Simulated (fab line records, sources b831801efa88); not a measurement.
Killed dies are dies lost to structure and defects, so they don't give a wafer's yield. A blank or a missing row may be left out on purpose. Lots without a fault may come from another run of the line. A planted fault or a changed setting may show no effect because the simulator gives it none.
Which tool did it? | flow sfq_line | 15 lots, 45 wafers sampled, at 6 steps of a route of 325

WHAT THE GAUGES READ, wafer by wafer
The record holds no reading of a measuring or inspecting step that can be judged against a usual standard deviation.

WHICH TOOL RAN EACH LOT (tool, then ch and the chambers of the sampled wafers, then the start)
lot  | SFQ_TRILAYER_I3_VIA_BARC_OPEN_VIA_ETCH_121 | SFQ_TRILAYER_M6_STRIP_STRIP_163   | SFQ_TRILAYER_I6_VIA_BARC_OPEN_VIA_ETCH_235 | SFQ_TRILAYER_M7_BARC_OPEN_METAL_ETCH_229 | SFQ_TRILAYER_M7_ETCH_METAL_ETCH_180 | SFQ_TRILAYER_I7_VIA_LITHO_EXPOSE_188
L881 | rie_diel-04 ch 1,3, day 39 07:41           | rie_metal-04 ch 0,1, day 60 15:59 | rie_diel-04 ch 0,1, day 65 12:08           | rie_metal-01 ch 0,1, day 69 23:01        | rie_metal-01 ch 0,1, day 69 23:04   | krf_scanner-01 ch 0, day 72 15:39
L882 | rie_diel-01 ch 0,2, day 39 11:35           | rie_metal-04 ch 0,1, day 61 08:47 | rie_diel-04 ch 1,2,3, day 67 08:32         | rie_metal-02 ch 1, day 71 03:49          | rie_metal-02 ch 1, day 71 03:52     | krf_scanner-01 ch 0, day 73 03:27
L884 | rie_diel-01 ch 0,1,2, day 40 01:59         | rie_metal-01 ch 0,1, day 64 02:26 | rie_diel-04 ch 0,1,2, day 71 04:59         | rie_metal-03 ch 0,1, day 74 10:49        | rie_metal-03 ch 0,1, day 74 10:52   | krf_scanner-01 ch 0, day 75 12:03
L887 | rie_diel-01 ch 0,1,2, day 42 04:23         | rie_metal-03 ch 0,1, day 71 20:46 | rie_diel-04 ch 1,2,3, day 73 15:47         | rie_metal-02 ch 0,1, day 77 02:29        | rie_metal-02 ch 0,1, day 77 02:33   | krf_scanner-01 ch 0, day 77 13:20
L888 | rie_diel-04 ch 1,3, day 42 06:01           | rie_metal-01 ch 1, day 71 21:58   | rie_diel-01 ch 1,3, day 73 19:23           | rie_metal-03 ch 0, day 77 08:37          | rie_metal-03 ch 0, day 77 08:44     | krf_scanner-01 ch 0, day 77 19:46
L890 | rie_diel-02 ch 0,1,3, day 43 05:26         | rie_metal-04 ch 0,1, day 72 00:22 | rie_diel-01 ch 0,2,3, day 73 21:47         | rie_metal-01 ch 0,1, day 77 11:01        | rie_metal-01 ch 0,1, day 77 11:04   | krf_scanner-01 ch 0, day 77 22:10
L891 | rie_diel-01 ch 0,2,3, day 48 05:32         | rie_metal-03 ch 0,1, day 72 02:46 | rie_diel-04 ch 0,1,3, day 73 22:59         | rie_metal-02 ch 0,1, day 77 13:25        | rie_metal-02 ch 0,1, day 77 13:28   | krf_scanner-01, day 77 23:22
L892 | rie_diel-02 ch 0,2,3, day 50 00:32         | rie_metal-03 ch 0,1, day 72 06:34 | rie_diel-04 ch 0,1, day 74 03:47           | rie_metal-02 ch 0,1, day 77 19:26        | rie_metal-02 ch 0,1, day 77 19:31   | krf_scanner-01, day 78 03:34
L893 | rie_diel-01 ch 0,3, day 50 04:07           | rie_metal-03 ch 0,1, day 73 06:22 | rie_diel-01 ch 0,1, day 74 10:59           | rie_metal-03 ch 0,1, day 78 00:13        | rie_metal-03 ch 0,1, day 78 00:16   | krf_scanner-01, day 78 06:34
L896 | rie_diel-01 ch 0,1,3, day 51 08:29         | rie_metal-01 ch 0,1, day 73 11:22 | rie_diel-01 ch 1,3, day 74 14:35           | rie_metal-01 ch 0,1, day 78 05:02        | rie_metal-01 ch 0,1, day 78 05:07   | krf_scanner-01 ch 0, day 78 12:58
L900 | rie_diel-02 ch 0,1, day 51 19:17           | rie_metal-03 ch 0,1, day 74 02:46 | rie_diel-04 ch 0,2,3, day 75 04:59         | rie_metal-02 ch 0,1, day 79 00:13        | rie_metal-02 ch 0,1, day 79 00:16   | krf_scanner-01 ch 0, day 80 02:49
L901 | rie_diel-01 ch 1,2, day 52 16:44           | rie_metal-01 ch 0,1, day 74 05:10 | rie_diel-02 ch 0,2,3, day 75 07:23         | rie_metal-02 ch 0,1, day 79 03:56        | rie_metal-02 ch 0,1, day 79 04:00   | krf_scanner-01 ch 0, day 80 04:13
L902 | rie_diel-02 ch 0,2, day 52 21:58           | rie_metal-04 ch 0, day 74 06:22   | rie_diel-04 ch 1,2, day 75 08:35           | rie_metal-01 ch 0,1, day 79 07:32        | rie_metal-01 ch 0,1, day 79 07:36   | krf_scanner-01 ch 0, day 80 05:25
L903 | rie_diel-01 ch 0,2,3, day 53 12:39         | rie_metal-01 ch 0,1, day 74 07:34 | rie_diel-02 ch 0,2,3, day 75 09:47         | rie_metal-03 ch 0,1, day 79 08:44        | rie_metal-03 ch 0,1, day 79 08:48   | krf_scanner-01 ch 0, day 80 06:25
L904 | rie_diel-04 ch 0,2,3, day 54 15:40         | rie_metal-01 ch 0,1, day 74 10:10 | rie_diel-01 ch 0,2,3, day 75 12:11         | rie_metal-03 ch 0,1, day 79 11:10        | rie_metal-03 ch 0,1, day 79 11:14   | krf_scanner-01 ch 0, day 80 08:01
- SFQ_TRILAYER_I3_VIA_BARC_OPEN_VIA_ETCH_121: etches BARC in O2, target depth 125 nm, time 41.7 s.
- SFQ_TRILAYER_M6_STRIP_STRIP_163: strips in O2.
- SFQ_TRILAYER_I6_VIA_BARC_OPEN_VIA_ETCH_235: etches BARC in O2, target depth 125 nm, time 41.7 s.
- SFQ_TRILAYER_M7_BARC_OPEN_METAL_ETCH_229: etches BARC in O2, target depth 125 nm, time 41.7 s.
- SFQ_TRILAYER_M7_ETCH_METAL_ETCH_180: etches Nb in Cl2/Ar, stops on SiO2, target depth 240 nm, time 120 s.
- SFQ_TRILAYER_I7_VIA_LITHO_EXPOSE_188: exposes mask I7, target cd 1000 nm.

WHAT THE TOOLS THEMSELVES READ (means of the sampled wafers that have a number; where no wafer has one, the mark that the record gives instead)
SFQ_TRILAYER_I3_VIA_BARC_OPEN_VIA_ETCH_121. Usual: bias_w 80.05 W, standard deviation 0.24; chamber_pressure_mTorr 29.999 mTorr, standard deviation 0.029; drypump_motor_current_A 5.8 A, standard deviation 0.52; oes_product_au 0.685 a.u., standard deviation 0.0049; rf_fwd_power_W 494.6 W, standard deviation 2.5.
lot  | tool        | bias_w (W) | chamber_pressure_mTorr (mTorr) | drypump_motor_current_A (A) | oes_product_au (a.u.) | rf_fwd_power_W (W) | flag
L881 | rie_diel-04 | 79.91      | 29.994                         | 6.1                         | 0.684                 | 493.4              |
L882 | rie_diel-01 | 80.04      | 29.988                         | 5.9                         | 0.685                 | 492.1              |
L884 | rie_diel-01 | 80.23      | 29.990                         | 6.2                         | 0.685                 | 494.4              |
L887 | rie_diel-01 | 79.91      | 29.992                         | 6.1                         | 0.680                 | 493.7              |
L888 | rie_diel-04 | 80.00      | 30.009                         | 6.1                         | 0.686                 | 493.8              |
L890 | rie_diel-02 | 80.04      | 30.021                         | 5.4                         | 0.682                 | 494.6              |
L891 | rie_diel-01 | 80.08      | 30.014                         | 6.1                         | 0.685                 | 494.2              |
L892 | rie_diel-02 | 80.01      | 29.984                         | 5.5                         | 0.689                 | 494.6              |
L893 | rie_diel-01 | 80.24      | 29.982                         | 6.2                         | 0.682                 | 495.9              |
L896 | rie_diel-01 | 80.24      | 30.004                         | 6.3                         | 0.689                 | 495.5              |
L900 | rie_diel-02 | 80.10      | 29.983                         | 5.4                         | 0.687                 | 492.1              |
L901 | rie_diel-01 | 79.91      | 30.003                         | 5.8                         | 0.681                 | 491.4              |
L902 | rie_diel-02 | 80.13      | 29.986                         | 5.6                         | 0.683                 | 491.9              |
L903 | rie_diel-01 | 80.38      | 30.003                         | 6.1                         | 0.687                 | 493.8              |
L904 | rie_diel-04 | 80.00      | 30.020                         | 5.4                         | 0.683                 | 496.3              |

SFQ_TRILAYER_M6_STRIP_STRIP_163. Usual: drypump_motor_current_A 5.7 A, standard deviation 0.48; oes_product_au 1.000 a.u., standard deviation 0.011.
lot  | tool         | drypump_motor_current_A (A) | oes_product_au (a.u.) | flag
L881 | rie_metal-04 | 5.4                         | 1.010                 |
L882 | rie_metal-04 | 5.4                         | 1.021                 |
L884 | rie_metal-01 | 6.0                         | 1.008                 |
L887 | rie_metal-03 | 5.9                         | 0.996                 |
L888 | rie_metal-01 | 6.3                         | 0.997                 |
L890 | rie_metal-04 | 5.3                         | 1.007                 |
L891 | rie_metal-03 | 5.7                         | 0.999                 |
L892 | rie_metal-03 | 5.9                         | 0.989                 |
L893 | rie_metal-03 | 5.9                         | 0.998                 |
L896 | rie_metal-01 | 5.6                         | 0.998                 |
L900 | rie_metal-03 | 5.7                         | 0.992                 |
L901 | rie_metal-01 | 5.6                         | 0.991                 |
L902 | rie_metal-04 | 5.6                         | 1.020                 |
L903 | rie_metal-01 | 6.0                         | 0.998                 |
L904 | rie_metal-01 | 5.6                         | 0.996                 |

SFQ_TRILAYER_I6_VIA_BARC_OPEN_VIA_ETCH_235. Usual: bias_w 80.03 W, standard deviation 0.26; chamber_pressure_mTorr 30.000 mTorr, standard deviation 0.028; drypump_motor_current_A 5.7 A, standard deviation 0.55; oes_product_au 0.685 a.u., standard deviation 0.0044; rf_fwd_power_W 494.8 W, standard deviation 2.4.
lot  | tool        | bias_w (W) | chamber_pressure_mTorr (mTorr) | drypump_motor_current_A (A) | oes_product_au (a.u.) | rf_fwd_power_W (W) | flag
L881 | rie_diel-04 | 79.90      | 29.997                         | 5.2                         | 0.683                 | 494.9              |
L882 | rie_diel-04 | 80.16      | 30.003                         | 5.6                         | 0.685                 | 494.1              |
L884 | rie_diel-04 | 79.72      | 29.989                         | 5.2                         | 0.684                 | 496.5              |
L887 | rie_diel-04 | 79.74      | 29.982                         | 5.6                         | 0.687                 | 493.1              |
L888 | rie_diel-01 | 80.03      | 30.015                         | 6.1                         | 0.682                 | 497.7              |
L890 | rie_diel-01 | 80.06      | 30.014                         | 6.1                         | 0.683                 | 494.4              |
L891 | rie_diel-04 | 79.91      | 30.026                         | 5.6                         | 0.688                 | 495.0              |
L892 | rie_diel-04 | 80.15      | 29.985                         | 5.4                         | 0.690                 | 496.5              |
L893 | rie_diel-01 | 80.17      | 29.986                         | 6.4                         | 0.688                 | 499.8              |
L896 | rie_diel-01 | 80.27      | 29.990                         | 6.1                         | 0.688                 | 494.9              |
L900 | rie_diel-04 | 80.07      | 29.989                         | 5.4                         | 0.688                 | 494.8              |
L901 | rie_diel-02 | 80.15      | 30.009                         | 5.5                         | 0.688                 | 494.6              |
L902 | rie_diel-04 | 79.89      | 29.990                         | 5.1                         | 0.687                 | 495.1              |
L903 | rie_diel-02 | 80.07      | 30.004                         | 5.5                         | 0.684                 | 494.4              |
L904 | rie_diel-01 | 79.90      | 29.999                         | 6.1                         | 0.687                 | 495.3              |

SFQ_TRILAYER_M7_BARC_OPEN_METAL_ETCH_229. Usual: bias_w 80.00 W, standard deviation 0.25; chamber_pressure_mTorr 9.999 mTorr, standard deviation 0.0089; drypump_motor_current_A 6.0 A, standard deviation 0.45; oes_product_au 0.685 a.u., standard deviation 0.0048; rf_fwd_power_W 594.5 W, standard deviation 2.2.
lot  | tool         | bias_w (W) | chamber_pressure_mTorr (mTorr) | drypump_motor_current_A (A) | oes_product_au (a.u.) | rf_fwd_power_W (W) | flag
L881 | rie_metal-01 | 79.94      | 10.007                         | 5.6                         | 0.687                 | 596.4              |
L882 | rie_metal-02 | 80.15      | 9.995                          | 6.3                         | 0.684                 | 594.4              |
L884 | rie_metal-03 | 80.03      | 10.000                         | 5.9                         | 0.683                 | 594.7              |
L887 | rie_metal-02 | 79.90      | 9.995                          | 6.4                         | 0.685                 | 595.9              |
L888 | rie_metal-03 | 80.11      | 9.989                          | 5.5                         | 0.685                 | 593.7              |
L890 | rie_metal-01 | 80.09      | 9.997                          | 5.6                         | 0.683                 | 594.2              |
L891 | rie_metal-02 | -          | -                              | -                           | -                     | -                  | OFF
L892 | rie_metal-02 | -          | -                              | -                           | -                     | -                  | OFF
L893 | rie_metal-03 | -          | -                              | -                           | -                     | -                  | OFF
L896 | rie_metal-01 | 79.99      | 9.998                          | 6.0                         | 0.681                 | 596.9              |
L900 | rie_metal-02 | 80.26      | 9.993                          | 6.4                         | 0.683                 | 592.8              |
L901 | rie_metal-02 | 79.62      | 10.001                         | 6.4                         | 0.686                 | 593.3              |
L902 | rie_metal-01 | 80.11      | 10.009                         | 5.9                         | 0.687                 | 595.0              |
L903 | rie_metal-03 | 79.90      | 9.998                          | 5.7                         | 0.686                 | 591.9              |
L904 | rie_metal-03 | 80.13      | 9.989                          | 5.7                         | 0.684                 | 595.0              |

SFQ_TRILAYER_M7_ETCH_METAL_ETCH_180. Usual: bias_w 80.01 W, standard deviation 0.25; chamber_pressure_mTorr 10.001 mTorr, standard deviation 0.0085; drypump_motor_current_A 6.0 A, standard deviation 0.45; oes_product_au 0.893 a.u., standard deviation 0.0079; rf_fwd_power_W 597.3 W, standard deviation 1.7.
lot  | tool         | bias_w (W) | chamber_pressure_mTorr (mTorr) | drypump_motor_current_A (A) | oes_product_au (a.u.) | rf_fwd_power_W (W) | flag
L881 | rie_metal-01 | 80.06      | 10.001                         | 5.6                         | 0.886                 | 596.3              |
L882 | rie_metal-02 | 79.91      | 10.007                         | 6.3                         | 0.896                 | 597.7              |
L884 | rie_metal-03 | 80.01      | 9.998                          | 5.9                         | 0.893                 | 597.6              |
L887 | rie_metal-02 | 80.08      | 9.999                          | 6.4                         | 0.895                 | 597.7              |
L888 | rie_metal-03 | 79.86      | 10.002                         | 5.5                         | 0.899                 | 597.8              |
L890 | rie_metal-01 | 80.24      | 10.000                         | 5.6                         | 0.893                 | 596.7              |
L891 | rie_metal-02 | 79.95      | 10.004                         | 6.5                         | 0.376                 | 597.8              | OFF
L892 | rie_metal-02 | 79.95      | 9.995                          | 6.4                         | 0.372                 | 597.5              | OFF
L893 | rie_metal-03 | 80.07      | 10.009                         | 5.7                         | 0.376                 | 597.7              | OFF
L896 | rie_metal-01 | 79.92      | 10.005                         | 5.9                         | 0.903                 | 593.2              |
L900 | rie_metal-02 | 79.84      | 9.997                          | 6.4                         | 0.888                 | 595.3              |
L901 | rie_metal-02 | 79.94      | 10.004                         | 6.4                         | 0.892                 | 596.3              |
L902 | rie_metal-01 | 80.19      | 10.006                         | 6.0                         | 0.894                 | 598.1              |
L903 | rie_metal-03 | 79.74      | 10.005                         | 5.7                         | 0.903                 | 599.4              |
L904 | rie_metal-03 | 80.04      | 10.000                         | 5.7                         | 0.888                 | 596.9              |

SFQ_TRILAYER_I7_VIA_LITHO_EXPOSE_188. Usual: exposure_dose_mJ_cm2 21.305, standard deviation 0.021; focus_offset_nm 0.0 nm, standard deviation 0.56.
lot  | tool           | exposure_dose_mJ_cm2 | focus_offset_nm (nm) | flag
L881 | krf_scanner-01 | 21.305               | -0.7                 |
L882 | krf_scanner-01 | 21.333               | -0.4                 |
L884 | krf_scanner-01 | 21.287               | 0.7                  |
L887 | krf_scanner-01 | 21.305               | 0.4                  |
L888 | krf_scanner-01 | 21.274               | 0.4                  |
L890 | krf_scanner-01 | 21.324               | -0.5                 |
L891 | krf_scanner-01 | -                    | -                    | OFF
L892 | krf_scanner-01 | -                    | -                    | OFF
L893 | krf_scanner-01 | -                    | -                    | OFF
L896 | krf_scanner-01 | 21.312               | -0.4                 |
L900 | krf_scanner-01 | 21.285               | 0.2                  |
L901 | krf_scanner-01 | 21.287               | 0.6                  |
L902 | krf_scanner-01 | 21.318               | 0.5                  |
L903 | krf_scanner-01 | 21.319               | 0.4                  |
L904 | krf_scanner-01 | 21.332               | -0.6                 |

THE ANSWER, worked out from the rows above alone
Rule: a lot is off if the mean of its wafers that have a number lies more than 3 standard deviations from the usual mean. A lot without any number at a reading at which 4 lots or more have one is off too. The other lots that the step has rows for count as sound. The gauges are gone through in route order, then the tools' own readings, and for those a lot's mean is taken as printed above. The first step at which some lot is off is used, and at that step the reading that is off furthest; a lot without a number counts as furthest.
Off: L891, L892, L893, at SFQ_TRILAYER_M7_BARC_OPEN_METAL_ETCH_229 (bias_w). Without a number there: L891, L892, L893.
A tool fits if, at that step or a process step before it, it ran every lot that is off, and no sound lot after the first of them. None of those tried fits.

WHAT THE SIMULATOR HAD PUT IN
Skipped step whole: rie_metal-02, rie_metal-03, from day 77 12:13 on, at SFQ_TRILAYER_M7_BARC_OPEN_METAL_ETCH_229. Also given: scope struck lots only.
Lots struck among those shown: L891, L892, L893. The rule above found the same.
